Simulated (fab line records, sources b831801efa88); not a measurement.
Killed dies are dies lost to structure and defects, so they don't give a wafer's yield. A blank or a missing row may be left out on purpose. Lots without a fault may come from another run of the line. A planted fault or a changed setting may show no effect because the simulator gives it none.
Which tool did it? | flow gf180mcu | 13 lots, 39 wafers sampled, at 3 steps of a route of 602

WHAT THE GAUGES READ, wafer by wafer
GF_CONTACT_CD_MEAS_14: target cd 220 nm. Usual: cd_nm 219.7 nm, standard deviation 2.
lot  | measured     | on        | cd_nm (nm)        | flag
L360 | day 16 04:52 | cd_sem-02 | 222.6 222.1 222.1 |
L361 | day 16 08:25 | cd_sem-01 | 222.9 223.1 222.2 |
L362 | day 16 16:58 | cd_sem-02 | 219.6 219.7 219.7 |
L369 | day 20 00:22 | cd_sem-02 | 283.8 283.3 284.8 | OFF
L370 | day 20 08:23 | cd_sem-02 | 287.1 287.4 285.5 | OFF
L372 | day 20 21:16 | cd_sem-01 | 222.6 223.1 223.0 |
L377 | day 22 10:32 | cd_sem-02 | 218.5 219.3 217.8 |
L378 | day 22 15:55 | cd_sem-02 | 216.7 218.9 216.6 |
L379 | day 22 22:04 | cd_sem-01 | 220.7 220.3 220.1 |
L380 | day 23 04:34 | cd_sem-01 | 218.3 218.6 219.1 |
L381 | day 23 13:25 | cd_sem-02 | 218.5 216.7 217.2 |
L382 | day 23 20:14 | cd_sem-02 | 218.1 218.0 217.4 |
L383 | day 24 07:32 | cd_sem-01 | 219.4 217.9 218.2 |

WHICH TOOL RAN EACH LOT (tool, then ch and the chambers of the sampled wafers, then the start)
lot  | GF_SAB_STRIP_13                      | GF_CONTACT_SOFTBAKE_10
L360 | plasma_asher-01 ch 0,1, day 15 05:43 | litho_track-03 ch 0, day 15 17:00
L361 | plasma_asher-03 ch 0,1, day 15 08:31 | litho_track-01 ch 0, day 15 21:00
L362 | plasma_asher-03 ch 0,1, day 15 17:26 | litho_track-01 ch 0, day 16 05:00
L369 | plasma_asher-04 ch 0,1, day 18 23:20 | litho_track-03 ch 0, day 19 12:00
L370 | plasma_asher-01 ch 0,1, day 19 06:28 | litho_track-03 ch 0, day 19 19:00
L372 | plasma_asher-03 ch 0,1, day 19 18:55 | litho_track-01 ch 0, day 20 08:00
L377 | plasma_asher-03 ch 0,1, day 21 10:01 | litho_track-01 ch 0, day 21 22:00
L378 | plasma_asher-01 ch 0,1, day 21 15:11 | litho_track-03 ch 0, day 22 04:00
L379 | plasma_asher-04 ch 0,1, day 21 22:18 | litho_track-03 ch 0, day 22 11:00
L380 | plasma_asher-01 ch 0,1, day 22 04:11 | litho_track-02 ch 0, day 22 16:00
L381 | plasma_asher-01 ch 0,1, day 22 13:35 | litho_track-01 ch 0, day 23 01:00
L382 | plasma_asher-01 ch 0,1, day 22 20:08 | litho_track-01 ch 0, day 23 08:00
L383 | plasma_asher-01 ch 0,1, day 23 07:41 | litho_track-03 ch 0, day 23 20:00
- GF_SAB_STRIP_13: strips in O2/N2.
- GF_CONTACT_SOFTBAKE_10: time 60 s.

WHAT THE TOOLS THEMSELVES READ (means of the sampled wafers that have a number; where no wafer has one, the mark that the record gives instead)
GF_SAB_STRIP_13. Usual: drypump_motor_current_A 5.4 A, standard deviation 0.44; heater_power_w 331 W, standard deviation 27; oes_product_au 0.710 a.u., standard deviation 0.0047; strip_time_to_endpoint_s 12.61 s, standard deviation 0.041.
lot  | tool            | drypump_motor_current_A (A) | heater_power_w (W) | oes_product_au (a.u.) | strip_time_to_endpoint_s (s) | flag
L360 | plasma_asher-01 | 5.3                         | 325                | 0.716                 | 12.59                        |
L361 | plasma_asher-03 | 5.3                         | 340                | 0.710                 | 12.58                        |
L362 | plasma_asher-03 | 5.0                         | 343                | 0.703                 | 12.68                        |
L369 | plasma_asher-04 | 6.0                         | 303                | 0.708                 | 12.61                        |
L370 | plasma_asher-01 | 5.3                         | 320                | 0.710                 | 12.61                        |
L372 | plasma_asher-03 | 5.0                         | 338                | 0.707                 | 12.62                        |
L377 | plasma_asher-03 | 5.3                         | 342                | 0.707                 | 12.69                        |
L378 | plasma_asher-01 | 5.2                         | 347                | 0.709                 | 12.57                        |
L379 | plasma_asher-04 | 6.1                         | 304                | 0.709                 | 12.63                        |
L380 | plasma_asher-01 | 5.3                         | 327                | 0.707                 | 12.60                        |
L381 | plasma_asher-01 | 5.2                         | 324                | 0.707                 | 12.56                        |
L382 | plasma_asher-01 | 5.3                         | 327                | 0.706                 | 12.61                        |
L383 | plasma_asher-01 | 5.2                         | 344                | 0.712                 | 12.65                        |

GF_CONTACT_SOFTBAKE_10. Usual: heater_power_total_W 93.04 W, standard deviation 0.06; plate_temp_C 129.98 C, standard deviation 0.13.
lot  | tool           | heater_power_total_W (W) | plate_temp_C (C) | flag
L360 | litho_track-03 | 92.96                    | 130.19           |
L361 | litho_track-01 | 93.05                    | 129.88           |
L362 | litho_track-01 | 93.00                    | 129.85           |
L369 | litho_track-03 | 108.01                   | 145.74           | OFF
L370 | litho_track-03 | 107.94                   | 145.71           | OFF
L372 | litho_track-01 | 93.00                    | 129.99           |
L377 | litho_track-01 | 93.05                    | 129.98           |
L378 | litho_track-03 | 93.10                    | 129.96           |
L379 | litho_track-03 | 93.00                    | 129.98           |
L380 | litho_track-02 | 93.06                    | 130.06           |
L381 | litho_track-01 | 93.04                    | 130.07           |
L382 | litho_track-01 | 93.11                    | 130.03           |
L383 | litho_track-03 | 93.06                    | 130.05           |

THE ANSWER, worked out from the rows above alone
Rule: a lot is off if the mean of its wafers that have a number lies more than 3 standard deviations from the usual mean. A lot without any number at a reading at which 4 lots or more have one is off too. The other lots that the step has rows for count as sound. The gauges are gone through in route order, then the tools' own readings, and for those a lot's mean is taken as printed above. The first step at which some lot is off is used, and at that step the reading that is off furthest; a lot without a number counts as furthest.
Off: L369, L370, at GF_CONTACT_CD_MEAS_14 (cd_nm).
A tool fits if, at a process step before that reading, it ran every lot that is off, and no sound lot after the first of them. The gauges at GF_CONTACT_CD_MEAS_14 aren't tried: what is off there is off at GF_CONTACT_SOFTBAKE_10 too, on other tools, and a gauge's error can't cause that. None of those tried fits.

WHAT THE SIMULATOR HAD PUT IN
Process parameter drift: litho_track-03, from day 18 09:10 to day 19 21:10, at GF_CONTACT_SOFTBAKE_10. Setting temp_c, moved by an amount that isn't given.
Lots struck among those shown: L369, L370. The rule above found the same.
